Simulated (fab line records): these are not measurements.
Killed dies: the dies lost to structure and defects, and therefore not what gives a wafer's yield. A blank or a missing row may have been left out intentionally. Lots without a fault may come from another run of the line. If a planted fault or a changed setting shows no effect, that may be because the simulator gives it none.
Comparing a struck lot with a sound one / flow sky130 / 18 steps out of a route of 708
Sound: wafers L326.3, L326.4, L326.5. Struck: wafers L330.2, L330.3, L330.6. Last of all comes the cause.
Each step with rows lists, per side, the tool, then ch with its chambers, then its first start. Under that, the readings that differ: sound wafers / struck wafers / difference of the means / sigmas: that difference in standard deviations of wafers without a fault.
alike: readings whose means differ by less than 2 such deviations, and words and numbers that are the same on both sides. not compared: withheld readings, readings that some wafer has no value for, bounds like >300 that may hide the same value, and numbers for which the record gives no deviation and whose values overlap.
A row with sigmas, a row that says differs or no value, or rows on one side alone: a step with any of these is where the two part. Numbers that don't overlap but have no deviation are shown without sigmas and don't part them. A reading that every wafer of one side lacks parts them only if that side has two wafers or more.

first, 3 steps without rows for these wafers: SKY_VIA1_EXPOSE_09 (exposes mask VIM, target cd 150 nm); SKY_VIA1_PEB_10; SKY_VIA1_DEVELOP_11 (develop time 60 s).
SKY_VIA1_CD_MEAS_12 targets a cd of 150 nm.
  sound on cdSem-01, day 34 21:09; struck on cdSem-02, day 36 06:12
  alike: cdNm
SKY_VIA1_OVL_MEAS_13:
  sound on overlay-02, day 34 21:14; struck on overlay-02, day 36 06:19
  alike: VIA1_OVL
SKY_VIA1_ETCH_14: etches BARC in N2/H2, stops on SiO2, time 45.9 s, target depth 60 nm.
  sound on rieDiel-02 ch 0,1,3, day 34 21:16; struck on rieDiel-02 ch 0,1,2, day 36 06:20
reading=throttleValvePct (%); sound=13.214 13.207 13.223; struck=13.230 13.242 13.239; difference=+0.022; sigmas=+2
  alike: biasW, drypumpMotorCurrentA, h2FlowSccm, oesProductAu
  not compared: rfHoursCounterH
SKY_VIA1_ETCH_15: etches SiO2 in C4F8/O2/Ar, stops on TiN, target depth 351 nm, time 54 s.
  sound on rieDiel-02 ch 0,1,3, day 34 21:18; struck on rieDiel-02 ch 0,1,2, day 36 06:23
  alike: biasW, oesProductAu
  not compared: rfHoursCounterH
SKY_VIA1_STRIP_16: strips in O2/N2.
  sound on plasmaAsher-02 ch 0,1, day 34 21:23; struck on plasmaAsher-02 ch 0,1, day 36 06:26
  alike: drypumpMotorCurrentA, o2FlowSccm, oesProductAu, stripTimeToEndpointS
  not compared: rfHoursCounterH
then, 3 steps without rows for these wafers: SKY_VIA1_STRIP_17 (strips in post etch residue remover, time 1200 s); SKY_VIA1_CLEAN_18 (cleans in IPA, time 180 s); SKY_VIA1_CLEAN_19 (cleans in O3/DIW).
SKY_VIA1_SPUTTER_20: material TiN, target thk 20 nm, time 80 s.
  sound on pvdSputter-01, day 34 21:56; struck on pvdSputter-01, day 36 07:22
  alike: cathodeDcPowerW, throttleValvePct
SKY_VIA1_CVD_21: deposits W, target thk 270 nm, time 80.902 s.
  sound on cvdW-01 ch 0,1, day 34 22:02; struck on cvdW-02 ch 1, day 36 07:25
reading=model.W_of_VIA1_CVD_21.thkNm (nm); sound=265.5 268.3 265.8; struck=225.8 227.9 223.4; difference=-40.8; sigmas=
  alike: heaterPowerW
SKY_VIA1_RS_MEAS_22: measures by four-point-probe.
  sound on filmMetro-02, day 34 22:10; struck on filmMetro-02, day 36 07:32
reading=VIA1_W_RS (ohm/sq); sound=0.433 0.430 0.433; struck=0.511 0.506 0.518; difference=+0.080; sigmas=+20
SKY_VIA1_THK_MEAS_23: measures by xrf.
  sound on filmMetro-02, day 34 22:16; struck on filmMetro-02, day 36 07:38
reading=VIA1_W_THK (nm); sound=257 258 256; struck=215 218 214; difference=-41; sigmas=-12
SKY_VIA1_CMP_24: polishes, stops on SiO2, t overpolish 15 s, target thk 0 nm.
  sound on cmp-01 ch 0,1,3, day 34 22:24; struck on cmp-02 ch 1,2,3, day 36 07:41
reading=timeToEndpointS (s); sound=66.6 67.1 64.7; struck=55.4 56.5 52.5; difference=-11.3; sigmas=-5
  alike: headPressurePsi, motorCurrentA
SKY_METAL2_SPUTTER_00: material Ti, target thk 15 nm, time 10 s.
  sound on pvdSputter-02, day 34 22:36; struck on pvdSputter-03, day 36 07:59
reading=throttleValvePct (%); sound=31.2 30.3 30.5; struck=29.1 30.7 28.8; difference=-1.1; sigmas=-2
  alike: cathodeDcPowerW
-- the record jumps here: 11 days lie between the struck wafers' starts before and after (it left off in module METAL2 and takes up again in module PAD_OPEN, whose first step shown is number 708 of the route) --
SKY_PAD_OPEN_PROBE_99:
  sound on prober-02, day 46 13:29; struck on prober-02, day 47 16:45
  alike: defectLimitedYield, killed_at_M0_to_M3, killed_at_M4_up, killedAtContacts, killedAtFrontEnd, killedAtOther, killedDies, killedOpen, killedShort, sort_bin_3_pad_short, sort_bin_5_function, sort_bin_6_memory, sortNPass, sortYieldPct

WHERE THEY PART
Last at SKY_METAL2_SPUTTER_00 as far as this record goes, first at SKY_VIA1_ETCH_14. Later steps at which nothing parts them and some readings are alike: SKY_PAD_OPEN_PROBE_99.

WHY: the cause the simulator had injected
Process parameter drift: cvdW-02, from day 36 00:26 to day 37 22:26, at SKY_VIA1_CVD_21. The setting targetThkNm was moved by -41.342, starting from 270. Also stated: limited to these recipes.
